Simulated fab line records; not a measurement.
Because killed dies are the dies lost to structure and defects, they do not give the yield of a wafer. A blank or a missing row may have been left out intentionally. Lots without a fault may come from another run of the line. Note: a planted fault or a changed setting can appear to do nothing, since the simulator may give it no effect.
fab line records	flow gf180mcu	part 1 of 2: steps 1 to 28 of 36
record: lots: 5	wafers: 15	last-day: 34
route steps=602 shown M1@328 V1@335 M2@362
lots untouched by any fault: they come from a run of this same line in which no faults occurred
start-h: hours from the record's opening day to when the first of the lot's shown wafers began	wait-h: time in hours since the lot's previous step	" unchanged from the row above	L1.1+2: one row covering several wafers at once	- no value, or no start was given	* or withheld: withheld	< > ~ a bound
route shown NAME@n: names a module that has steps shown in the file, with the first one's number in the route	usual: average and standard deviation across the fault-free wafers	same: alike in all rows	chamber/n: place in a boat	sites: per-site readings	_std_site: how widely they spread, as a standard deviation	_edge_site: mean of outer sites minus mean of inner sites	radius-mm: how far each site lies from the wafer's centre	mask NAME#n: copy n	behind: tool/chamber where the wafer was last shaped	hold: why the lot was held/for how many hours/how that ended	device: the n, p or np transistor that did not switch	end of line: the tests these same wafers got at the end of their route	a step given without rows: its recipe and nothing more	killed: dies lost to structure and defects at the first sort, not the wafer's yield	map: a wafer's dies, marking killed ones x, the rest . and places with no die _
set.NAME: setting as actually run; set.NAME@STEP: the setting as run at that earlier step	model.NAME: the simulator's own value behind a step, which no gauge read
lots seen at some steps along the route; tables by step, rows by wafer
services: a tool's chamber out of use, with start hour (start-h, from the record's first day; less than 0 if before it), hours out, and reason
== steps ==
step: GF_M1_DEVELOP_13
recipe: develop-time-s: 60	dev-temp-c: 21
same: develop-time-s: 60
lot.wafer	tool	chamber	start-h	wait-h
L082.4+5+6	litho-track-01	0	452.65	0.1
L086.1+2+6	litho-track-03	0	496.94	0.2
L092.3+4+5	litho-track-03	0	549.54	0.1
L094.1+2+3	litho-track-02	0	566.53	0.2
L095.1+2+6	litho-track-02	0	573.13	0.2
step: GF_M1_CD_MEAS_14
recipe: target-cd-nm: 230
usual: cd-nm: 229.7/1.3
lot.wafer	tool	chamber	start-h	wait-h	cd-nm
L082.4	cd-sem-02	-	452.78	0.1	228.2
L082.5	"	-	"	"	229.1
L082.6	"	-	"	"	228.9
L086.1	cd-sem-01	-	497.09	0.1	230.1
L086.2	"	-	"	"	229.3
L086.6	"	-	"	"	230.7
L092.3	cd-sem-01	-	549.68	0.1	231.0
L092.4	"	-	"	"	230.5
L092.5	"	-	"	"	230.5
L094.1	cd-sem-01	-	566.68	0.1	226.7
L094.2	"	-	"	"	226.9
L094.3	"	-	"	"	227.2
L095.1	cd-sem-02	-	573.28	0.1	230.1
L095.2	"	-	"	"	230.6
L095.6	"	-	"	"	230.6
step: GF_M1_OVL_MEAS_15
usual: M1_OVL: 0/5.5
lot.wafer	tool	chamber	start-h	wait-h	M1_OVL[nm]
L082.4	overlay-01	-	452.86	0.1	-2
L082.5	"	-	"	"	2
L082.6	"	-	"	"	-2
L086.1	overlay-01	-	497.21	0.1	4
L086.2	"	-	"	"	3
L086.6	"	-	"	"	4
L092.3	overlay-02	-	549.78	0.1	2
L092.4	"	-	"	"	-1
L092.5	"	-	"	"	-5
L094.1	overlay-02	-	566.80	0.1	-2
L094.2	"	-	"	"	4
L094.3	"	-	"	"	1
L095.1	overlay-02	-	573.40	0.1	9
L095.2	"	-	"	"	2
L095.6	"	-	"	"	0
step: GF_M1_METAL_ETCH_16
recipe: chemistry: Cl2/BCl3	mask-material: KrF	target-depth-nm: 627.5	stop-on: SiO2	pressure-mtorr: 8	icp-w: 800	bias-w: 140	Cl2_flow_sccm: 80	bcl3-flow-sccm: 40	time-s: 104.6
usual: drypump-motor-current-A: 5.7/0.36	oes-product-au: 0.972/0.0055	throttle-valve-pct: 28.250/0.0091
lot.wafer	tool	chamber	start-h	wait-h	drypump-motor-current-A	oes-product-au	rf-hours-counter-h	throttle-valve-pct
L082.4	rie-metal-04	0	452.91	0.0	5.5	0.982	-	28.256
L082.5	"	1	"	"	5.2	0.975	-	28.252
L082.6	"	0	"	"	5.5	0.977	-	28.243
L086.1	rie-metal-02	1	497.25	0.0	5.8	0.974	11	28.230
L086.2	"	0	"	"	6.0	0.975	7	28.243
L086.6	"	1	"	"	5.9	0.980	-	28.259
L092.3	rie-metal-03	1	549.84	0.1	6.3	0.968	-	28.258
L092.4	"	0	"	"	5.3	0.963	-	28.257
L092.5	"	0	"	"	5.4	0.964	-	28.247
L094.1	rie-metal-04	0	566.84	0.0	5.6	0.970	3	28.246
L094.2	"	1	"	"	5.2	0.963	12	28.261
L094.3	"	1	"	"	5.2	0.960	-	28.250
L095.1	rie-metal-02	1	573.44	0.0	5.8	0.975	0	28.243
L095.2	"	0	"	"	6.0	0.974	9	28.254
L095.6	"	0	"	"	6.1	0.980	-	28.246
step: GF_M1_STRIP_17
recipe: chemistry: O2/N2	power-w: 1400	pressure-mtorr: 1500	platen-temp-c: 250	o2-flow-sccm: 3000	n2-flow-sccm: 300	overash-fraction: 0.5
usual: drypump-motor-current-A: 5.9/0.63	heater-power-w: 341/21	n2-flow-sccm: 300.0/1	oes-product-au: 0.557/0.0051	platen-temp-c: 250.00/0.18	strip-time-to-endpoint-s: 7.86/0.044
lot.wafer	tool	chamber	start-h	wait-h	drypump-motor-current-A	heater-power-w	n2-flow-sccm	oes-product-au	platen-temp-c	rf-hours-counter-h	strip-time-to-endpoint-s
L082.4	plasma-asher-01	0	453.02	0.1	6.3	334	298.9	0.565	249.95	-	7.88
L082.5	"	0	"	"	6.3	333	300.0	0.562	250.30	-	7.82
L082.6	"	1	"	"	5.6	407	301.0	0.556	250.44	-	7.85
L086.1	plasma-asher-01	1	497.36	0.1	5.6	412	300.7	0.555	249.91	82	7.80
L086.2	"	0	"	"	6.3	334	299.0	0.563	250.17	82	7.87
L086.6	"	1	"	"	5.6	394	300.3	0.554	250.01	-	7.83
L092.3	plasma-asher-03	0	549.95	0.1	6.1	362	298.4	0.558	249.85	-	7.86
L092.4	"	1	"	"	6.6	337	301.2	0.550	250.21	-	7.83
L092.5	"	0	"	"	6.1	363	298.5	0.554	249.81	-	7.85
L094.1	plasma-asher-03	1	566.95	0.1	6.6	336	299.8	0.556	249.92	14	7.91
L094.2	"	0	"	"	6.1	373	298.6	0.559	250.06	14	7.91
L094.3	"	0	"	"	6.1	364	299.4	0.560	249.74	-	7.88
L095.1	plasma-asher-03	0	573.55	0.1	6.1	354	299.6	0.560	249.88	15	7.85
L095.2	"	1	"	"	6.7	336	300.5	0.557	249.93	15	7.91
L095.6	"	0	"	"	6.1	364	299.9	0.557	249.85	-	7.86
step: GF_M1_STRIP_18
recipe: chemistry: post-etch-residue-remover	time-s: 1200	temp-c: 72.5
usual: bath-heat-duty-pct: 14.9/2.1
lot.wafer	tool	chamber	start-h	wait-h	bath-heat-duty-pct
L082.4	wet-bench-03	0	453.09	0.0	15.4
L082.5	"	0	"	"	14.3
L082.6	"	0	"	"	14.6
L086.1	wet-bench-03	3	497.46	0.1	14.4
L086.2	"	3	"	"	12.6
L086.6	"	3	"	"	13.3
L092.3	wet-bench-03	2	550.01	0.0	16.1
L092.4	"	2	"	"	14.6
L092.5	"	2	"	"	15.0
L094.1	wet-bench-03	1	567.05	0.1	19.1
L094.2	"	1	"	"	19.2
L094.3	"	1	"	"	19.3
L095.1	wet-bench-04	2	573.65	0.1	13.3
L095.2	"	2	"	"	14.5
L095.6	"	2	"	"	13.8
step: GF_M1_CLEAN_19
recipe: chemistry: DIW	dry: n2-spin
lot.wafer	tool	chamber	start-h	wait-h
L082.4+5+6	wet-bench-02	0	453.43	0.0
L086.1+2+6	wet-bench-02	2	498.15	0.0
L092.3+4+5	wet-bench-02	0	550.35	0.0
L094.1+2+3	wet-bench-02	2	567.39	0.0
L095.1+2+6	wet-bench-02	1	574.03	0.0
step: GF_V1_CVD_00
recipe: material: SiO2	target-thk-nm: 600	sigma-open-frac: 0.3	temp-c: 400	time-s: 100	sih4-flow-sccm: 60	pressure-mtorr: 6
lot.wafer	tool	chamber	start-h	wait-h
L082.4+5+6	hdpcvd-01	0,2,1	453.56	0.0
L086.1+2+6	hdpcvd-02	0,1,0	498.25	0.0
L092.3+4+5	hdpcvd-01	1,0,2	550.45	0.0
L094.1+2+3	hdpcvd-01	1,2,0	567.49	0.0
L095.1+2+6	hdpcvd-01	1,0,1	574.13	0.0
step: GF_V1_THK_MEAS_01
recipe: reads: SiO2_of_V1_CVD_00
usual: V1_CVD_00_THK: 600/6.4
lot.wafer	tool	chamber	start-h	wait-h	V1_CVD_00_THK[nm]
L082.4	film-metro-01	-	453.63	0.0	595
L082.5	"	-	"	"	588
L082.6	"	-	"	"	590
L086.1	film-metro-01	-	498.35	0.1	601
L086.2	"	-	"	"	609
L086.6	"	-	"	"	605
L092.3	film-metro-02	-	550.54	0.1	595
L092.4	"	-	"	"	597
L092.5	"	-	"	"	595
L094.1	film-metro-04	-	567.57	0.0	602
L094.2	"	-	"	"	604
L094.3	"	-	"	"	598
L095.1	film-metro-04	-	574.20	0.0	598
L095.2	"	-	"	"	605
L095.6	"	-	"	"	604
step: GF_V1_CVD_02
recipe: material: SiO2	target-thk-nm: 850	precursor: TEOS	temp-c: 400	time-s: 94.851	rf-w: 600
usual: heater-power-w: 650/71
lot.wafer	tool	chamber	start-h	wait-h	heater-power-w
L082.4	pecvd-01	0	453.69	0.1	644
L082.5	"	1	"	"	718
L082.6	"	2	"	"	526
L086.1	pecvd-02	1	498.41	0.1	556
L086.2	"	0	"	"	632
L086.6	"	0	"	"	671
L092.3	pecvd-01	2	550.58	0.0	634
L092.4	"	1	"	"	679
L092.5	"	2	"	"	515
L094.1	pecvd-02	1	567.63	0.1	632
L094.2	"	0	"	"	638
L094.3	"	2	"	"	750
L095.1	pecvd-02	2	574.26	0.1	661
L095.2	"	0	"	"	619
L095.6	"	1	"	"	645
step: GF_V1_THK_MEAS_03
recipe: reads: SiO2_of_V1_CVD_02
usual: V1_CVD_02_THK: 846/11
lot.wafer	tool	chamber	start-h	wait-h	V1_CVD_02_THK[nm]
L082.4	film-metro-02	-	453.75	0.0	848
L082.5	"	-	"	"	854
L082.6	"	-	"	"	855
L086.1	film-metro-02	-	498.48	0.0	854
L086.2	"	-	"	"	841
L086.6	"	-	"	"	860
L092.3	film-metro-04	-	550.67	0.1	839
L092.4	"	-	"	"	852
L092.5	"	-	"	"	856
L094.1	film-metro-02	-	567.70	0.0	851
L094.2	"	-	"	"	849
L094.3	"	-	"	"	849
L095.1	film-metro-01	-	574.39	0.1	844
L095.2	"	-	"	"	842
L095.6	"	-	"	"	868
step: GF_V1_CMP_04
recipe: material: SiO2	down-force-psi: 4	platen-rpm: 60	pad-velocity-m-s: 0.94248
usual: motor-current-A: 12.4/1.7	retaining-ring-pressure-frac: 1.000/0.0052	slurry-filter-dp-kPa: 13.51/0.14	time-to-endpoint-s: 79/5
lot.wafer	tool	chamber	start-h	wait-h	motor-current-A	retaining-ring-pressure-frac	slurry-filter-dp-kPa	time-to-endpoint-s
L082.4	cmp-02	0	453.93	0.2	10.3	0.996	13.65	85
L082.5	"	1	"	"	12.5	1.000	13.56	82
L082.6	"	2	"	"	13.9	0.996	13.55	83
L086.1	cmp-01	3	498.54	0.1	12.4	0.997	13.43	78
L086.2	"	0	"	"	11.9	0.996	13.57	76
L086.6	"	0	"	"	12.0	1.010	13.53	80
L092.3	cmp-02	0	550.81	0.1	9.4	0.997	13.70	81
L092.4	"	1	"	"	13.7	0.997	13.50	81
L092.5	"	3	"	"	10.2	0.997	13.34	84
L094.2	cmp-02	3	567.76	0.0	10.5	0.989	13.76	85
L094.3	"	1	"	"	13.7	1.005	13.35	89
L094.1	"	2	"	"	12.9	0.996	13.39	86
L095.1	cmp-01	0	574.69	0.3	12.3	0.998	13.64	75
L095.2	"	2	"	"	11.7	0.999	13.13	76
L095.6	"	0	"	"	11.5	1.004	13.58	84
step: GF_V1_BOW_MEAS_05
recipe: mode: bow
usual: V1_BOW: 81/6.9
lot.wafer	tool	chamber	start-h	wait-h	V1_BOW[um]
L082.4	film-metro-02	-	454.14	0.2	81
L082.5	"	-	"	"	86
L082.6	"	-	"	"	84
L086.1	film-metro-01	-	498.84	0.2	79
L086.2	"	-	"	"	80
L086.6	"	-	"	"	79
L092.3	film-metro-01	-	551.05	0.2	69
L092.4	"	-	"	"	72
L092.5	"	-	"	"	69
L094.1	film-metro-02	-	568.06	0.1	78
L094.2	"	-	"	"	76
L094.3	"	-	"	"	84
L095.1	film-metro-01	-	574.99	0.2	66
L095.2	"	-	"	"	76
L095.6	"	-	"	"	77
step: GF_V1_DEHYDRATE_06
recipe: temp-c: 200	time-s: 60
lot.wafer	tool	chamber	start-h	wait-h
L082.4+5+6	litho-track-02	0	465.96	11.8
L086.1+2+6	litho-track-04	0	509.84	11.0
L092.3+4+5	litho-track-02	0	561.38	10.3
L094.1+2+3	litho-track-04	0	578.24	10.2
L095.1+2+6	litho-track-04	0	585.34	10.3
step: GF_V1_HMDS_07
recipe: prime-time-s: 60	prime-temp-c: 120
lot.wafer	tool	chamber	start-h	wait-h
L082.4+5+6	litho-track-02	0	466.11	0.1
L086.1+2+6	litho-track-04	0	509.99	0.1
L092.3+4+5	litho-track-02	0	561.53	0.1
L094.1+2+3	litho-track-04	0	578.39	0.1
L095.1+2+6	litho-track-04	0	585.49	0.1
step: GF_V1_COAT_08
recipe: resist: BARC	temp-c: withheld	time-s: withheld	spin-rpm: withheld	resist-thk-nm: withheld
lot.wafer	tool	chamber	start-h	wait-h
L082.4+5+6	litho-track-02	0	466.26	0.1
L086.1+2+6	litho-track-04	0	510.14	0.1
L092.3+4+5	litho-track-02	0	561.68	0.1
L094.1+2+3	litho-track-04	0	578.54	0.1
L095.1+2+6	litho-track-04	0	585.64	0.1
step: GF_V1_COAT_09
recipe: resist: KrF	spin-rpm: withheld	resist-thk-nm: 1000
lot.wafer	tool	chamber	start-h	wait-h
L082.4+5+6	litho-track-02	0	-	-
L086.1+2+6	litho-track-04	0	-	-
L092.3+4+5	litho-track-02	0	-	-
L094.1+2+3	litho-track-04	0	-	-
L095.1+2+6	litho-track-04	0	-	-
step: GF_V1_SOFTBAKE_10
recipe: temp-c: 130	time-s: 60	resist: KrF
lot.wafer	tool	chamber	start-h	wait-h
L082.4+5+6	litho-track-02	0	-	-
L086.1+2+6	litho-track-04	0	-	-
L092.3+4+5	litho-track-02	0	-	-
L094.1+2+3	litho-track-04	0	-	-
L095.1+2+6	litho-track-04	0	-	-
step: GF_V1_EXPOSE_11
recipe: mask-id: Via1	target-cd-nm: 260	na: 0.68	source-shape: conventional	sigma-outer: 0.6	dose-mj: 38
usual: stage-vel-mm-s: 500.02/0.22
lot.wafer	tool	chamber	start-h	wait-h	mask	stage-vel-mm-s
L082.4	krf-scanner-01	0	-	-	Via1#0	500.09
L082.5	"	0	"	"	Via1#0	499.95
L082.6	"	0	"	"	Via1#0	500.22
L086.1	krf-scanner-01	0	-	-	Via1#0	499.73
L086.2	"	0	"	"	Via1#0	500.13
L086.6	"	0	"	"	Via1#0	500.41
L092.3	krf-scanner-02	0	-	-	Via1#0	500.36
L092.4	"	0	"	"	Via1#0	500.02
L092.5	"	0	"	"	Via1#0	500.10
L094.1	krf-scanner-02	0	-	-	Via1#0	499.84
L094.2	"	0	"	"	Via1#0	499.87
L094.3	"	0	"	"	Via1#0	499.68
L095.1	krf-scanner-02	0	-	-	Via1#0	500.10
L095.2	"	0	"	"	Via1#0	499.96
L095.6	"	0	"	"	Via1#0	499.99
step: GF_V1_PEB_12
recipe: peb-temp-c: 135	peb-time-s: 90	resist: KrF
lot.wafer	tool	chamber	start-h	wait-h
L082.4+5+6	litho-track-02	0	-	-
L086.1+2+6	litho-track-04	0	-	-
L092.3+4+5	litho-track-03	0	-	-
L094.1+2+3	litho-track-03	0	-	-
L095.1+2+6	litho-track-03	0	-	-
step: GF_V1_DEVELOP_13
recipe: develop-time-s: 60	resist: KrF	dev-temp-c: 21
same: develop-time-s: 60
lot.wafer	tool	chamber	start-h	wait-h
L082.4+5+6	litho-track-02	0	478.31	0.1
L086.1+2+6	litho-track-04	0	522.24	0.2
L092.3+4+5	litho-track-03	0	573.04	0.1
L094.1+2+3	litho-track-03	0	589.34	0.2
L095.1+2+6	litho-track-03	0	596.64	0.2
step: GF_V1_CD_MEAS_14
recipe: target-cd-nm: 260
usual: cd-nm: 259.9/1.3
lot.wafer	tool	chamber	start-h	wait-h	cd-nm
L082.4	cd-sem-02	-	478.45	0.1	258.7
L082.5	"	-	"	"	258.5
L082.6	"	-	"	"	258.5
L086.1	cd-sem-02	-	522.39	0.1	260.7
L086.2	"	-	"	"	261.0
L086.6	"	-	"	"	260.4
L092.3	cd-sem-01	-	573.18	0.1	261.4
L092.4	"	-	"	"	259.3
L092.5	"	-	"	"	260.1
L094.1	cd-sem-02	-	589.49	0.1	260.6
L094.2	"	-	"	"	260.1
L094.3	"	-	"	"	259.5
L095.1	cd-sem-01	-	596.79	0.1	257.6
L095.2	"	-	"	"	258.5
L095.6	"	-	"	"	257.3
step: GF_V1_OVL_MEAS_15
usual: V1_OVL: -1/5
lot.wafer	tool	chamber	start-h	wait-h	V1_OVL[nm]
L082.4	overlay-01	-	478.52	0.1	-4
L082.5	"	-	"	"	-4
L082.6	"	-	"	"	-4
L086.1	overlay-02	-	522.51	0.1	0
L086.2	"	-	"	"	-3
L086.6	"	-	"	"	1
L092.3	overlay-01	-	573.28	0.1	-1
L092.4	"	-	"	"	-5
L092.5	"	-	"	"	-6
L094.1	overlay-02	-	589.61	0.1	3
L094.2	"	-	"	"	0
L094.3	"	-	"	"	-5
L095.1	overlay-01	-	596.91	0.1	8
L095.2	"	-	"	"	-1
L095.6	"	-	"	"	2
step: GF_V1_ETCH_16
recipe: chemistry: N2/H2	target-depth-a: withheld	overetch-a: withheld	time-s: withheld	target: BARC	ion-energy-ev: 200	source-w: 500	bias-w: 100	pressure-mtorr: 30	n2-flow-sccm: 100	h2-flow-sccm: 200
usual: drypump-motor-current-A: 5.6/0.31	n2-flow-sccm: 99.98/0.3	oes-product-au: 0.854/0.0045	throttle-valve-pct: 13.224/0.0083
lot.wafer	tool	chamber	start-h	wait-h	drypump-motor-current-A	n2-flow-sccm	oes-product-au	throttle-valve-pct
L082.4	rie-diel-03	0	478.54	0.0	6.3	99.88	0.857	13.231
L082.5	"	3	"	"	5.4	100.30	0.856	13.217
L082.6	"	2	"	"	6.0	100.19	0.854	13.221
L086.1	rie-diel-04	0	522.55	0.0	5.4	99.84	0.849	13.223
L086.2	"	1	"	"	5.4	99.53	0.851	13.234
L086.6	"	1	"	"	5.4	100.21	0.858	13.237
L092.3	rie-diel-03	2	573.30	0.0	6.0	99.68	0.858	13.222
L092.4	"	0	"	"	6.3	100.28	0.850	13.226
L092.5	"	3	"	"	5.5	99.40	0.855	13.224
L094.1	rie-diel-04	1	589.65	0.0	5.4	99.79	0.855	13.232
L094.2	"	0	"	"	5.4	99.78	0.855	13.218
L094.3	"	3	"	"	5.8	100.57	0.851	13.215
L095.1	rie-diel-03	3	596.95	0.0	5.4	100.26	0.855	13.233
L095.2	"	1	"	"	5.2	99.86	0.856	13.225
L095.6	"	3	"	"	5.4	99.85	0.848	13.247
step: GF_V1_ETCH_17
recipe: chemistry: C4F8/O2/Ar	mask-material: KrF	target: SiO2	stop-on: TiN	source-w: 1500	bias-w: 1200	pressure-mtorr: 40	c4f8-flow-sccm: withheld	O2_flow_sccm: 6	Ar_flow_sccm: 300	time-s: withheld	target-depth-a: 6300
usual: oes-product-au: 0.856/0.0047
lot.wafer	tool	chamber	start-h	wait-h	oes-product-au
L082.4	rie-diel-03	0	-	-	0.858
L082.5	"	3	"	"	0.861
L082.6	"	2	"	"	0.856
L086.1	rie-diel-04	0	-	-	0.857
L086.2	"	1	"	"	0.859
L086.6	"	1	"	"	0.855
L092.3	rie-diel-03	2	-	-	0.859
L092.4	"	0	"	"	0.846
L092.5	"	3	"	"	0.845
L094.1	rie-diel-04	1	-	-	0.858
L094.2	"	0	"	"	0.854
L094.3	"	3	"	"	0.865
L095.1	rie-diel-03	3	-	-	0.851
L095.2	"	1	"	"	0.847
L095.6	"	3	"	"	0.859
step: GF_V1_STRIP_18
recipe: chemistry: O2/N2	power-w: 1400	pressure-mtorr: 1500	platen-temp-c: 250	o2-flow-sccm: 3000	n2-flow-sccm: 300	overash-fraction: 0.5
usual: drypump-motor-current-A: 6.0/0.51	heater-power-w: 339/37	n2-flow-sccm: 300.1/0.97	oes-product-au: 0.592/0.0048	platen-temp-c: 249.96/0.2
lot.wafer	tool	chamber	start-h	wait-h	drypump-motor-current-A	heater-power-w	n2-flow-sccm	oes-product-au	platen-temp-c	rf-hours-counter-h
L082.4	plasma-asher-01	1	478.70	-	5.6	411	300.9	0.581	250.16	-
L082.5	"	0	"	"	6.3	330	301.4	0.593	250.18	-
L082.6	"	1	"	"	5.6	407	300.0	0.584	250.25	-
L086.1	plasma-asher-04	0	522.68	-	5.9	278	298.5	0.592	249.78	77
L086.2	"	1	"	"	5.1	321	298.6	0.589	249.56	77
L086.6	"	0	"	"	5.9	279	299.6	0.594	249.76	-
L092.3	plasma-asher-01	0	573.46	-	6.3	332	300.0	0.586	249.89	-
L092.4	"	1	"	"	5.6	396	300.1	0.591	249.88	-
L092.5	"	1	"	"	5.6	409	298.9	0.593	250.20	-
L094.1	plasma-asher-03	1	589.78	-	6.7	340	298.8	0.590	249.93	17
L094.2	"	0	"	"	6.1	360	300.5	0.602	249.93	17
L094.3	"	1	"	"	6.7	345	299.9	0.596	250.08	-
L095.1	plasma-asher-04	0	597.08	-	5.9	272	299.9	0.593	249.94	85
L095.2	"	1	"	"	5.1	325	301.3	0.591	250.35	85
L095.6	"	0	"	"	5.9	279	300.6	0.593	249.76	-
step: GF_V1_STRIP_19
recipe: chemistry: post-etch-residue-remover	time-s: 1200	temp-c: 72.5
usual: bath-heat-duty-pct: 14.2/1.8
lot.wafer	tool	chamber	start-h	wait-h	bath-heat-duty-pct
L082.4	wet-bench-04	1	478.77	0.0	12.7
L082.5	"	1	"	"	13.2
L082.6	"	1	"	"	13.3
L086.1	wet-bench-04	1	522.78	0.1	13.8
L086.2	"	1	"	"	13.7
L086.6	"	1	"	"	13.1
L092.3	wet-bench-01	2	573.53	0.0	16.4
L092.4	"	2	"	"	17.2
L092.5	"	2	"	"	16.1
L094.1	wet-bench-04	1	589.88	0.1	13.1
L094.2	"	1	"	"	12.8
L094.3	"	1	"	"	15.4
L095.1	wet-bench-04	3	597.18	0.1	14.7
L095.2	"	3	"	"	13.9
L095.6	"	3	"	"	14.3
step: GF_V1_CLEAN_20
recipe: chemistry: DIW	dry: n2-spin
lot.wafer	tool	chamber	start-h	wait-h
L082.4+5+6	wet-bench-04	2	479.11	0.0
L086.1+2+6	wet-bench-01	1	523.12	0.0
L092.3+4+5	wet-bench-03	1	573.90	0.0
L094.1+2+3	wet-bench-01	1	590.22	0.0
L095.1+2+6	wet-bench-03	0	597.55	0.0
